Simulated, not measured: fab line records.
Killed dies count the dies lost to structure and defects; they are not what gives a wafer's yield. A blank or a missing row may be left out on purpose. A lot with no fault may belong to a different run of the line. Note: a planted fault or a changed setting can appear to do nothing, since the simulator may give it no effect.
Matching of chambers / flow sky130 / rie_diel-02 running SKY_POLY_GATE_ETCH_16: 4 sister chambers
The step etches Si3N4 in CH3F/O2, stops on poly-Si, time 147.5 s, target depth 75 nm. 4 wafers are shown with their chamber, then 7 later ones without.

== WAFERS PAIRED WITH THEIR CHAMBERS ==
wafer=L972.3; chamber=0; drypump_motor_current_A (A)=6.0
wafer=L973.3; chamber=1; drypump_motor_current_A (A)=5.4
wafer=L973.5; chamber=2; drypump_motor_current_A (A)=5.2
wafer=L976.4; chamber=3; drypump_motor_current_A (A)=5.6

== WAFERS MISSING THEIR CHAMBER ==
wafer=L976.5; drypump_motor_current_A (A)=6.0
wafer=L981.2; drypump_motor_current_A (A)=6.0
wafer=L981.4; drypump_motor_current_A (A)=5.1
wafer=L981.6; drypump_motor_current_A (A)=5.6
wafer=L991.1; drypump_motor_current_A (A)=5.6
wafer=L991.2; drypump_motor_current_A (A)=5.1
wafer=L991.3; drypump_motor_current_A (A)=5.9

== WHICH CHAMBER EACH WENT THROUGH ==
wafer=L976.5; from the rows above=0; in truth=0
wafer=L981.2; from the rows above=0; in truth=0
wafer=L981.4; from the rows above=2; in truth=2
wafer=L981.6; from the rows above=3; in truth=3
wafer=L991.1; from the rows above=3; in truth=3
wafer=L991.2; from the rows above=2; in truth=2
wafer=L991.3; from the rows above=0; in truth=0
Correctly placed: 7 of 7. Number that these rows cannot place: 0. 0 placed wrongly.
How it was worked out, from the rows above alone: a wafer's distance from a chamber is the root of the sum, over the readings, of the square of ((its reading less the chamber's mean) divided by the reading's scatter). The wafer belongs to the nearest chamber; if the next one is less than 2 further off, it can't be placed. The mean given for a chamber averages the wafers shown for that chamber. The scatter (one wafer shown for each chamber): square how far every hidden wafer sits from the nearest shown wafer, average those squares and take the square root.
